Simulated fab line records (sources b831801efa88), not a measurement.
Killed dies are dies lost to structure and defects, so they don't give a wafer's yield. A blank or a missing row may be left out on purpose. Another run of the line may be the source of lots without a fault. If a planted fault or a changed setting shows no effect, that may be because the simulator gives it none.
One fault seen from 2 desks | flow gf180mcu | what lay behind the numbers comes last; until then each desk has only its own

AT THE TOOL OWNER'S DESK: pvd-sputter-03
The tool's own readings at GF_M2_SPUTTER_03 (material Ti, target thk 10 nm, time 6.7 s): means of the sampled wafers that have a number, for each lot that ran on this tool. Marked OUT: a lot whose mean sits more than 4 standard deviations from the usual mean, which makes it out of limits; the brackets give that distance.
Columns: A = chamber-pressure-pa at GF_M2_SPUTTER_03, usual 0.3000 Pa; B = throttle-valve-pct at GF_M2_SPUTTER_03, usual 30.3 %
lot  | first seen here | A      | B
L816 | day 17 12:05    | 0.2996 | 31.0
L817 | day 17 18:32    | 0.3003 | 31.2
L821 | day 19 18:58    | 0.2999 | 30.8
L823 | day 20 17:50    | 0.3000 | 30.3
L828 | day 21 22:22    | 0.3003 | 31.1
L829 | day 22 19:08    | 0.2995 | 31.0
L830 | day 22 20:41    | 0.3005 | 30.5
L835 | day 24 14:21    | 0.2996 | 31.3
Finding of this desk: none of the 8 lots has anything out of limits.

METROLOGY DESK
What the gauges read, lot by lot, whatever tool the lot ran on: means of the sampled wafers that have a number. Marked OUT: a lot whose mean sits more than 4 standard deviations from the usual mean, which makes it out of limits; the brackets give that distance.
Columns: A = PASSIVATION_CVD_00_THK at GF_PASSIVATION_THK_MEAS_01, usual 1001 nm
lot  | first seen here | A
L816 | day 27 13:30    | 985
L817 | day 27 22:06    | 983
L820 | day 29 05:52    | 1002
L821 | day 29 13:22    | 984
L823 | day 30 05:14    | 998
L824 | day 30 08:35    | 986
L826 | day 30 14:56    | 1028
L828 | day 31 04:35    | 998
L829 | day 31 17:30    | 1002
L830 | day 31 18:24    | 1014
L834 | day 32 19:11    | 980
L835 | day 33 02:03    | 1008
L838 | day 33 18:58    | 987
Finding of this desk: none of the 13 lots has anything out of limits.

ALL TOGETHER
The tool owner's desk saw nothing out of limits.
Metrology desk: nothing out of limits seen.

WHAT THE SIMULATOR HAD PUT IN
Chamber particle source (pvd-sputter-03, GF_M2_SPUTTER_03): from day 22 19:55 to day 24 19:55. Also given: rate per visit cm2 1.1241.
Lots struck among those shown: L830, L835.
